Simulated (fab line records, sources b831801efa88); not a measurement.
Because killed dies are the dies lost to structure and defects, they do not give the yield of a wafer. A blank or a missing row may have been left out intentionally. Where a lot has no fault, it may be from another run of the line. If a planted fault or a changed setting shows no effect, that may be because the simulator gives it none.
A struck lot beside a sound one || flow gf180mcu || 15 steps out of a route of 602
Sound: wafers L974.1, L974.2, L974.6. Struck: wafer L983.6 (left out: L983.1, L983.2 of the same lot, which were not struck); the cause appears at the end.
Each step with rows lists, per side, the tool, then ch with its chambers, then its first start. Under that, the readings that differ: sound wafers || struck wafers || difference of the means || sigmas: that difference in standard deviations of wafers without a fault.
alike: readings with means less than 2 such deviations apart, plus words and numbers identical on both sides. not compared: withheld readings, readings lacking a value on some wafer, bounds such as >300 that could conceal the same value, and numbers that have no deviation in the record and whose values overlap.
Wherever a step has rows on one side only, a row that says differs or no value, or a row with sigmas, the two part there. When numbers do not overlap yet have no deviation, they are printed without sigmas and do not part them. A reading that every wafer of one side lacks parts them only if that side has two wafers or more.

first, 4 steps without rows for these wafers: GF_M1_SOFTBAKE_10 (time 60 s); GF_M1_EXPOSE_11 (exposes mask Metal1, target cd 230 nm); GF_M1_PEB_12 (peb time 90 s); GF_M1_DEVELOP_13 (develop time 60 s).
GF_M1_CD_MEAS_14: target cd 230 nm.
  sound on cd_sem-01 at day 17 02:43; struck on cd_sem-02 at day 20 15:25
  alike: cd_nm
GF_M1_OVL_MEAS_15:
  sound on overlay-01 at day 17 02:50; struck on overlay-01 at day 20 15:32
  alike: M1_OVL
GF_M1_METAL_ETCH_16: etches the open film in Cl2/BCl3, stops on SiO2, target depth 627.5 nm, time 104.6 s.
  sound on rie_metal-04 ch 0,1, day 17 02:52; struck on rie_metal-03 ch 1, day 20 15:35
  alike: drypump_motor_current_A, oes_product_au, throttle_valve_pct
  not compared: rf_hours_counter_h
GF_M1_STRIP_17: strips in O2/N2.
  sound on plasma_asher-04 ch 0,1, day 17 02:58; struck on plasma_asher-04 ch 1, day 20 15:48
  alike: drypump_motor_current_A, heater_power_w, oes_product_au, strip_time_to_endpoint_s
  not compared: rf_hours_counter_h
then, 3 steps without rows for these wafers: GF_M1_STRIP_18 (strips in post etch residue remover, time 1200 s); GF_M1_CLEAN_19 (cleans in DIW); GF_V1_CVD_00 (deposits SiO2, target thk 600 nm, time 100 s).
GF_V1_THK_MEAS_01:
  sound on film_metro-03 at day 17 03:37; struck on film_metro-03 at day 20 16:25
  alike: V1_CVD_00_THK
GF_V1_CVD_02: deposits SiO2 from TEOS, target thk 850 nm, time 94.851 s.
  sound on pecvd-03 ch 0,1,2, day 17 03:40; struck on pecvd-02 ch 2, day 20 16:28
{"reading": "rf_fwd_power_W (W)", "sound": "597.3 595.5 596.4", "struck": 499.5, "difference": -96.9, "sigmas": -48}
{"reading": "susceptor_temp_C (C)", "sound": "399.87 400.02 399.68", "struck": 400.38, "difference": "+0.52", "sigmas": "+2"}
{"reading": "model.SiO2_of_V1_CVD_02.thk_nm (nm)", "sound": "832.9 853.6 861.2", "struck": 816.9, "difference": -32.3, "sigmas": ""}
  alike: heater_power_outer_w, heater_power_w
GF_V1_THK_MEAS_03:
  sound on film_metro-03 at day 17 03:44; struck on film_metro-01 at day 20 16:32
{"reading": "V1_CVD_02_THK (nm)", "sound": "832 854 861", "struck": 817, "difference": -32, "sigmas": -3}
-- the record jumps here: 11 days lie between the struck wafers' starts before and after (it left off in module V1 and takes up again in module PASSIVATION, whose first step shown is number 602 of the route) --
GF_PASSIVATION_PROBE_99:
  rows exist in the record for the struck wafers here (prober-01, day 31 21:40), but not for the sound ones

## WHERE THEY PART
Last at GF_PASSIVATION_PROBE_99 as far as this record goes, first at GF_V1_CVD_02.

WHY: the cause the simulator had injected
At GF_V1_CVD_02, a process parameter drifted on pecvd-02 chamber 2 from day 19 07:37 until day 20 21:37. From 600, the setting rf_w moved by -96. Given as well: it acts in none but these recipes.
